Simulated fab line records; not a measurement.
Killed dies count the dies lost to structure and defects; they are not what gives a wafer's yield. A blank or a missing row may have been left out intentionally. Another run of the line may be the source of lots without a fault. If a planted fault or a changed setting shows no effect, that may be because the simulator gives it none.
Comparing a struck lot with a sound one ; flow sky130 ; 14 out of 708 route steps
Sound: these wafers, L207.1, L207.4, L207.6. Wafers L197.3, L197.4, L197.6 were the ones struck. The cause is given at the end.
Order at every step that has rows: each side's tool, ch and its chambers, its first start. Under that, the readings that differ: sound wafers ; struck wafers ; difference of the means ; sigmas: that difference in standard deviations of wafers without a fault.
alike: readings whose means differ by less than 2 such deviations, and words and numbers that are the same on both sides. not compared: withheld readings, readings that some wafer has no value for, bounds like >300 that may hide the same value, and numbers for which the record gives no deviation and whose values overlap.
A row with sigmas, a row that says differs or no value, or rows on one side alone: a step with any of these is where the two part. When numbers do not overlap yet have no deviation, they are printed without sigmas and do not part them. A reading missing from all wafers of one side parts the sides only when that side holds two or more wafers.

first, 8 steps without rows for these wafers: SKY_METAL3_DEHYDRATE_05 (time 60 s); SKY_METAL3_HMDS_06 (prime time 60 s); SKY_METAL3_COAT_07 (resist thk 60 nm); SKY_METAL3_COAT_08 (resist thk 1140 nm); SKY_METAL3_SOFTBAKE_09 (time 90 s); SKY_METAL3_EXPOSE_10 (exposes mask MM3, target cd 300 nm); SKY_METAL3_PEB_11; SKY_METAL3_DEVELOP_12 (develop time 57.68 s).
SKY_METAL3_CD_MEAS_13: target cd 300 nm.
  sound on cdSem-02 at day 43 08:29; struck on cdSem-01 at day 40 12:47
  alike: cdNm
SKY_METAL3_OVL_MEAS_14:
  sound on overlay-01 at day 43 08:37; struck on overlay-01 at day 40 12:52
  alike: METAL3_OVL
SKY_METAL3_DESCUM_15: chemistry O2, time 8 s.
  sound on rieMetal-04 ch 1, day 43 08:38; struck on rieMetal-02 ch 0,1, day 40 12:54
  alike: chamberPressureMTorr, drypumpMotorCurrentA, oesProductAu
  not compared: rfHoursCounterH
SKY_METAL3_ETCH_16: etches BARC in N2/H2, stops on SiO2, time 88.2 s, target depth 60 nm.
  sound on rieMetal-04 ch 1, day 43 08:43; struck on rieMetal-02 ch 0,1, day 40 12:58
  alike: biasW, chamberPressureMTorr, drypumpMotorCurrentA, oesProductAu, throttleValvePct
  not compared: rfHoursCounterH
SKY_METAL3_ETCH_17: etches SiO2 in C4F8/O2/Ar, stops on TiN, time 3.9 s, target depth 15 nm.
  sound on rieDiel-01 ch 0,1, day 43 08:54; struck on rieDiel-02 ch 0,1,2, day 40 13:01
  no value came back on the struck wafers for biasW (W), chamberPressureMTorr (mTorr), oesProductAu (a.u.); on the sound wafers biasW (W) reads 1212 1206 1205
  not compared: rfHoursCounterH
SKY_METAL3_METAL_ETCH_18: etches the open film in Cl2/BCl3, stops on SiO2, target depth 845 nm, time 183.1 s.
  sound on rieMetal-03 ch 0,1, day 43 08:55; struck on rieMetal-03 ch 0,1, day 40 13:06
  alike: bcl3FlowSccm, biasW, chamberPressureMTorr, drypumpMotorCurrentA, oesProductAu, throttleValvePct
  not compared: rfHoursCounterH

## WHERE THEY PART
SKY_METAL3_ETCH_17 only, going by this record. Later steps at which nothing parts them and some readings are alike: SKY_METAL3_METAL_ETCH_18.

WHY: whatever the simulator had introduced
Skipped step whole: rieDiel-02, from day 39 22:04 on, at SKY_METAL3_ETCH_17. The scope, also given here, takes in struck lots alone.
